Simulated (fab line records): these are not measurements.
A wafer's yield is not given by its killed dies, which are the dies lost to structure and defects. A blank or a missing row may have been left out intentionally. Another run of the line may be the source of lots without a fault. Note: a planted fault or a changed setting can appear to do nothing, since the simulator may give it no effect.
Which tool did it?    flow sky130    36 wafers from 12 lots sampled at 2 of the route's 708 steps

WHAT THE GAUGES SHOWED, per wafer
SKY_VIA2_THK_MEAS_01. Usual: VIA2_HDPCVD_THK gives 1185 nm (standard deviation 14).
lot   measured      on             VIA2_HDPCVD_THK (nm)  flag
L552  day 36 17:32  film_metro-03  1166 1175 1194        
L554  day 37 08:38  film_metro-02  1188 1182 1162        
L556  day 37 18:17  film_metro-03  1181 1185 1196        
L555  day 37 19:35  film_metro-03  1175 1158 1195        
L557  day 38 05:08  film_metro-04  1194 1205 1177        
L560  day 38 21:07  film_metro-03  1172 1185 1171        
L562  day 39 21:44  film_metro-02  1188 1200 1190        
L566  day 40 20:25  film_metro-02  1170 1207 1173        
L567  day 40 22:14  film_metro-03  1211 1188 1212        
L568  day 41 07:23  film_metro-04  1204 1178 1189        
L569  day 41 10:59  film_metro-02  1187 1182 1184        
L570  day 42 04:55  film_metro-03  1202 1174 1184        

WHICH TOOL RAN EACH LOT (tool, then ch and the chambers of the sampled wafers, then the start)
lot   SKY_METAL2_SPUTTER_04
L552  pvd_sputter-02, day 35 14:17
L554  pvd_sputter-04, day 36 05:37
L556  pvd_sputter-03, day 36 15:07
L555  pvd_sputter-04, day 36 16:10
L557  pvd_sputter-04, day 37 02:34
L560  pvd_sputter-02, day 37 18:19
L562  pvd_sputter-04, day 38 20:27
L566  pvd_sputter-02, day 39 17:42
L567  pvd_sputter-02, day 39 19:25
L568  pvd_sputter-04, day 40 04:41
L569  pvd_sputter-02, day 40 09:39
L570  pvd_sputter-02, day 41 03:24
- SKY_METAL2_SPUTTER_04: material TiN, target thk 70 nm, time 58.3 s.

WHAT THE TOOLS THEMSELVES READ (means of the sampled wafers that have a number; where no wafer has one, the mark that the record gives instead)
SKY_METAL2_SPUTTER_04. Usual: chamber_pressure_pa 0.3999 Pa, standard deviation 0.00084; throttle_valve_pct 30.0 %, standard deviation 0.73.
lot   tool            chamber_pressure_pa (Pa)  throttle_valve_pct (%)  flag
L552  pvd_sputter-02  0.4001                    29.7                    
L554  pvd_sputter-04  0.3992                    30.2                    
L556  pvd_sputter-03  0.3992                    30.3                    
L555  pvd_sputter-04  0.3994                    30.3                    
L557  pvd_sputter-04  0.3992                    29.7                    
L560  pvd_sputter-02  0.4002                    30.3                    
L562  pvd_sputter-04  0.3992                    30.2                    
L566  pvd_sputter-02  0.3990                    30.2                    
L567  pvd_sputter-02  0.4000                    30.1                    
L568  pvd_sputter-04  0.4001                    29.7                    
L569  pvd_sputter-02  0.3998                    30.4                    
L570  pvd_sputter-02  0.4004                    30.1                    

THE ANSWER, worked out from the rows above alone
Rule: take the mean of a lot's wafers that have a number; if it is more than 3 standard deviations from the usual mean, the lot is off. A lot without any number at a reading at which 4 lots or more have one is off too. The other lots that the step has rows for count as sound. After the gauges, taken in route order, come the tools' own readings; for these a lot's mean is taken, as printed above. At the first step where some lot is off, the reading lying furthest off is the one used; lots without a number count as furthest.
No lot is off at any reading shown: from this, nothing can be told.

WHAT WAS PUT IN BY THE SIMULATOR
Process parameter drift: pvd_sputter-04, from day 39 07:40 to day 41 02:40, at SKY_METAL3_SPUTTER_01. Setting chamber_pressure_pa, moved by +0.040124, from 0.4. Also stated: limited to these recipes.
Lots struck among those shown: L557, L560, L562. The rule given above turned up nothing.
